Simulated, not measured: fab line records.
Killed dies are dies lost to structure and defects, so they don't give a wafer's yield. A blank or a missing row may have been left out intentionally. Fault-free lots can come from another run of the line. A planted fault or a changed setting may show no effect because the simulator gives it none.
Problem report, 8D (eight disciplines) form, completed by code	flow sky130	the parts of the form that need people (team, actions taken, sign-off) are left out

1. WHAT WENT WRONG
beam energy keV at SKY_LDD_N_IMPLANT_10 reads a mean of 17.294 on 9 wafers of 3 lots; wafers without a fault read 19.998 with a standard deviation of 0.0053. That is -99 or more standard deviations from the usual mean.
First seen on wafer L608.1, day 21 07:42, on implanter-01. At this step, 21 wafers from 7 lots have a number in the record. Rule for "out" (also "out of limits"): further than 4 standard deviations from the usual mean. The other wafers with a number count as sound.

2. WHAT IT IS, AND WHAT IT ISN'T
question	is	is not
which readings at this step	beam energy keV, beam on s, faraday current uA	-
which lots	L608, L610, L613	L606, L616, L618, L620
which wafers of those lots	all that have a number	-
read on which tools	implanter-01	implanter-02
when	from day 21 07:42	up to then (3 sound wafers); but 9 sound wafers of L616, L618, L620 came after

3. SUSPECTS, AND WHAT RULES EACH OUT
Counting: any tool at a process step up to the reading is kept as a suspect provided that every lot that is out went through it and no sound lot did after the first of them.
- implanter-01 at SKY_LDD_N_IMPLANT_10: ruled out as a lasting fault. Sound lots L620 ran on it after its first lot that is out, L608 (day 21 07:42).
Left after counting: nothing in the record.

4. THE CAUSE (what the simulator had put in)
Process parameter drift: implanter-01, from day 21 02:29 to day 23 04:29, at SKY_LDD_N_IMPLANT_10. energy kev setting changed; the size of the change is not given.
Counting ruled it out, wrongly.

5. THE EFFECT CHAIN, in route order
Each row: a reading where the mean over the struck wafers with a number is more than 3 standard deviations away from the usual. Only readings whose record carries a usual standard deviation are examined. hours: median over the lots of the time between each lot's start at the first step of this table that gives one and its start at this step. sigmas: the change, counted in usual standard deviations.
hours	step	reading	usual	on struck wafers	change	sigmas
0	SKY_LDD_N_IMPLANT_10	beam energy keV	19.998	17.294	-2.704	-99 or more
0	SKY_LDD_N_IMPLANT_10	beam on s	9.98 s	11.54	+1.56	+7.4
0	SKY_LDD_N_IMPLANT_10	faraday current uA	423	367	-56	-6.4
It contains these process steps:
- SKY_LDD_N_IMPLANT_10

6. WHAT WOULD HAVE CAUGHT IT SOONER
First out-of-limits reading in this record: day 21 07:42, which is 5 hours after fault onset at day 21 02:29.
